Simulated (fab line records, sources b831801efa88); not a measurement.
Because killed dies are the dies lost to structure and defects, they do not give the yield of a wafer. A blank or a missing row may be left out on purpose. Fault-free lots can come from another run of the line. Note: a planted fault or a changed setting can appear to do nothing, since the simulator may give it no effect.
A struck lot beside a sound one + flow gf180mcu + 15 steps out of a route of 602
Sound: these wafers, L213.2, L213.3, L213.4. Struck: wafer L224.1 (left out: L224.3, L224.6 of the same lot, which were not struck); the cause appears at the end.
Per side, at each step with rows, come the tool, then ch with its chambers, and then its first start. Under that, the readings that differ: sound wafers + struck wafers + difference of the means + sigmas: that difference in standard deviations of wafers without a fault.
alike: a reading whose means differ by less than 2 such deviations, as well as words and numbers matching on both sides. not compared: withheld readings; readings where some wafer has no value; bounds like >300 that might hide an equal value; numbers whose values overlap and for which the record gives no deviation.
Wherever a step has rows on one side only, a row that says differs or no value, or a row with sigmas, the two part there. When numbers do not overlap yet have no deviation, they are printed without sigmas and do not part them. A reading missing from all wafers of one side parts the sides only when that side holds two or more wafers.

GF_V2_STRIP_18: strips in O2/N2.
  sound on plasmaAsher-02 ch 0,1, day 22 16:16; struck on plasmaAsher-03 ch 1, day 26 11:30
  alike: drypumpMotorCurrentA, heaterPowerW, oesProductAu
  not compared: rfHoursCounterH
then, 3 steps without rows for these wafers: GF_V2_STRIP_19 (strips in post etch residue remover, time 1200 s); GF_V2_CLEAN_20 (cleans in DIW); GF_V2_SPUTTER_21 (material Ti, target thk 15 nm, time 80.02 s).
GF_V2_SPUTTER_22: material TiN, target thk 10 nm, time 40 s.
  sound on pvdSputter-04, day 22 16:57; struck on pvdSputter-03, day 26 12:06
  alike: throttleValvePct
then, 1 step without rows for these wafers: GF_V2_CVD_23 (deposits W, target thk 350 nm, time 104.94 s).
GF_V2_RS_MEAS_24: measures by four-point-probe.
  sound on filmMetro-01, day 22 17:07; struck on filmMetro-03, day 26 12:15
  alike: V2_W_RS
GF_V2_THK_MEAS_25: measures by xrf.
  sound on filmMetro-01, day 22 17:14; struck on filmMetro-03, day 26 12:22
  alike: V2_W_THK
GF_V2_CMP_26: polishes, stops on SiO2, t overpolish 15 s, target thk 0 nm.
  sound on cmp-02 ch 0,1,3, day 22 17:17; struck on cmp-02 ch 2, day 26 12:32
  alike: edgeZonePressureFrac, motorCurrentA, overpolishRunS, timeToEndpointS
then, 1 step without rows for these wafers: GF_M3_SPUTTER_00 (material Ti, target thk 37.5 nm, time 150 s).
GF_M3_SPUTTER_01: material TiN, target thk 30 nm, time 25 s.
  sound on pvdSputter-03, day 22 17:41; struck on pvdSputter-01, day 26 12:50
| reading              | sound          | struck | difference | sigmas |
|----------------------|----------------|--------|------------|--------|
| throttleValvePct (%) | 27.1 29.9 26.8 | 30.8   | +2.9       | +2     |
then, 1 step without rows for these wafers: GF_M3_SPUTTER_02 (material AlCu, target thk 450 nm, time 23.9 s).
GF_M3_SPUTTER_03: material Ti, target thk 10 nm, time 6.7 s.
  sound on pvdSputter-03, day 22 17:44; struck on pvdSputter-01, day 26 12:53
| reading                              | sound             | struck | difference | sigmas |
|--------------------------------------|-------------------|--------|------------|--------|
| throttleValvePct (%)                 | 26.8 29.9 27.1    | 30.9   | +3.0       | +2     |
| model.Ti_of_M3_SPUTTER_03.thkNm (nm) | 10.16 10.26 10.26 | 7.372  | -2.855     |        |
GF_M3_SPUTTER_04: material TiN, target thk 50 nm, time 41.7 s.
  sound on pvdSputter-03, day 22 17:46; struck on pvdSputter-01, day 26 12:55
  alike: throttleValvePct
after that, 1 step had no rows for these wafers: GF_PASSIVATION_PROBE_99.

== WHERE THEY PART ==
Earliest at GF_M3_SPUTTER_01; latest, in this record, at GF_M3_SPUTTER_03. Later steps at which nothing parts them and some readings are alike: GF_M3_SPUTTER_04.

WHY: what had been put in by the simulator
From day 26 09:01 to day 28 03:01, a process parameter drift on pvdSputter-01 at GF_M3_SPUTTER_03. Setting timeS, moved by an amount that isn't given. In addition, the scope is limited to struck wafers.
